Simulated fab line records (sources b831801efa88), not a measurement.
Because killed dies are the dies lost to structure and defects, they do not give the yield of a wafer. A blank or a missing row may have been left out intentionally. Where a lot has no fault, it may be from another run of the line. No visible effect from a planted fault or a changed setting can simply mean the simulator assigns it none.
Matching of chambers    flow sky130    rie_diel-03 running SKY_VIA3_ETCH_14: 4 sister chambers
The step etches BARC in N2/H2, stops on SiO2, time 45.9 s, target depth 60 nm. 4 wafers are shown with their chamber, then 7 later ones without.

WAFERS WITH THEIR CHAMBER
wafer   chamber  oes_product_au (a.u.)
L084.3  3        0.858
L089.6  1        0.858
L091.1  0        0.854
L091.2  2        0.848

WAFERS WHOSE CHAMBER IS MISSING
wafer   oes_product_au (a.u.)
L091.5  0.855
L094.1  0.857
L094.4  0.855
L094.5  0.858
L096.2  0.857
L096.3  0.849
L096.6  0.859

WHICH CHAMBER EACH WENT THROUGH
wafer    from the rows above       in truth
L091.5   0                         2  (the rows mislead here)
L094.1   can't be placed: 1 or 3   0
L094.4   0                         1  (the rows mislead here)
L094.5   can't be placed: 1 or 3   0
L096.2   can't be placed: 1 or 3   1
L096.3   2                         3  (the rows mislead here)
L096.6   can't be placed: 1 or 3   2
0 of 7 placed correctly. Can't be placed from these rows: 4 (the true chamber is among the candidates in 1). 3 placed wrongly.
How it was worked out, from the rows above alone: a wafer's distance from a chamber is the root of the sum, over the readings, of the square of ((its reading less the chamber's mean) divided by the reading's scatter). If the next closest chamber is less than 2 further off than the closest, the wafer can't be placed; otherwise it belongs to the closest. A chamber's mean is the mean of its shown wafers. The scatter: with one shown wafer a chamber, the root of the mean of the squares of how far each hidden wafer lies from its nearest shown one.
